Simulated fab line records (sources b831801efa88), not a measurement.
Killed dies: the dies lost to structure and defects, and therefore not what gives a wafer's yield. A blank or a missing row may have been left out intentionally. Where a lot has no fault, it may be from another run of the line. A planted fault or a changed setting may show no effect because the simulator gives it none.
Comparing a struck lot with a sound one    flow gf180mcu    18 steps out of a route of 602
Sound: these wafers, L659.3, L659.4, L659.5. Struck: wafer L668.1. (L668.2, L668.6 of the same lot were not struck and are left out.) The cause comes at the end.
Order at every step that has rows: each side's tool, ch and its chambers, its first start. Under that, the readings that differ: sound wafers    struck wafers    difference of the means    sigmas: that difference in standard deviations of wafers without a fault.
alike: readings whose means differ by less than 2 such deviations, and words and numbers that are the same on both sides. not compared: withheld readings, readings that some wafer has no value for, bounds like >300 that may hide the same value, and numbers for which the record gives no deviation and whose values overlap.
A row with sigmas, a row that says differs or no value, or rows on one side alone: a step with any of these is where the two part. Numbers that don't overlap but have no deviation are shown without sigmas and don't part them. Lack of a reading on every wafer of one side parts them only where that side has two or more wafers.

first, 3 steps without rows for these wafers: GF_V5_EXPOSE_11 (exposes mask Via5, target cd 260 nm); GF_V5_PEB_12 (peb time 90 s); GF_V5_DEVELOP_13 (develop time 60 s).
GF_V5_CD_MEAS_14: the cd target is 260 nm.
  sound on cd-sem-01 at day 30 10:36; struck on cd-sem-01 at day 32 13:41
reading     sound              struck  difference  sigmas
cd-nm (nm)  258.5 256.6 258.9  261.7   +3.7        +3
GF_V5_OVL_MEAS_15:
  sound on overlay-02 at day 30 10:41; struck on overlay-02 at day 32 13:49
  alike: V5_OVL
GF_V5_ETCH_16: etches BARC in N2/H2.
  sound on rie-diel-01 ch 0,2, day 30 10:43; struck on rie-diel-01 ch 0, day 32 13:50
reading                 sound                 struck  difference  sigmas
throttle-valve-pct (%)  13.218 13.221 13.218  13.255  +0.036      +4
  alike: drypump-motor-current-A, oes-product-au, rf-fwd-power-W
GF_V5_ETCH_17: etches SiO2 in C4F8/O2/Ar, stops on TiN, target depth 855 nm.
  sound: rie-diel-01 ch 0,2; struck: rie-diel-01 ch 0
  alike: oes-product-au, rf-fwd-power-W
GF_V5_STRIP_18: strips in O2/N2.
  sound on plasma-asher-03 ch 0,1, day 30 10:54; struck on plasma-asher-01 ch 1, day 32 14:00
reading                 sound  struck  difference                    sigmas
rf-hours-counter-h (h)  - - -  64      no value on the sound wafers  
  alike: drypump-motor-current-A, heater-power-w, oes-product-au
then, 2 steps without rows for these wafers: GF_V5_STRIP_19 (strips in post etch residue remover, time 1200 s); GF_V5_CLEAN_20 (cleans in DIW).
GF_V5_SPUTTER_21: material Ti, target thk 15 nm, time 80.02 s.
  sound on pvd-sputter-03 at day 30 11:24; struck on pvd-sputter-02 at day 32 14:32
  alike: throttle-valve-pct
then, 1 step without rows for these wafers: GF_V5_SPUTTER_22 (material TiN, target thk 10 nm, time 40 s).
GF_V5_CVD_23: deposits W, target thk 350 nm, time 104.9 s.
  sound on cvd-w-01 ch 0,1, day 30 11:32; struck on cvd-w-01 ch 0, day 32 14:38
reading                           sound            struck  difference  sigmas
model.W_of_V5_CVD_23.thk-nm (nm)  356.4 347 350.6  405.3   +54.0       
  alike: heater-power-w
GF_V5_RS_MEAS_24: measurement is done with a four-point probe.
  sound on film-metro-03 at day 30 11:40; struck on film-metro-02 at day 32 15:02
reading           sound              struck  difference  sigmas
V5_W_RS (ohm/sq)  0.322 0.331 0.327  0.282   -0.045      -10
  not compared: hold
GF_V5_THK_MEAS_25: measures by xrf.
  sound on film-metro-03 at day 30 11:46; struck on film-metro-02 at day 32 17:40
reading        sound        struck  difference  sigmas
V5_W_THK (nm)  365 357 360  422     +61         +9
  not compared: hold
GF_V5_CMP_26: polishes, stops on SiO2, t overpolish 15 s, target thk 0 nm.
  sound on cmp-02 ch 0,2,3, day 30 11:48; struck on cmp-02 ch 2, day 32 19:41
reading                 sound     struck                    difference                    sigmas
hold                    - - -     await-dispo/1.3h/release  no value on the sound wafers  
time-to-endpoint-s (s)  83 85 88  97                        +12                           +3
  alike: motor-current-A, slurry-filter-dp-kPa
GF_TOP_METAL_SPUTTER_00: material Ti, target thk 37.5 nm, time 150 s.
  sound on pvd-sputter-01 at day 30 12:06; struck on pvd-sputter-03 at day 32 19:56
  alike: throttle-valve-pct
GF_PASSIVATION_PROBE_99:
  the record has rows for the struck wafers here (prober-02, day 34 03:29) and none for the sound ones

WHERE THEY PART
First at GF_V5_CD_MEAS_14; last, within this record, at GF_PASSIVATION_PROBE_99.

WHY: what had been put in by the simulator
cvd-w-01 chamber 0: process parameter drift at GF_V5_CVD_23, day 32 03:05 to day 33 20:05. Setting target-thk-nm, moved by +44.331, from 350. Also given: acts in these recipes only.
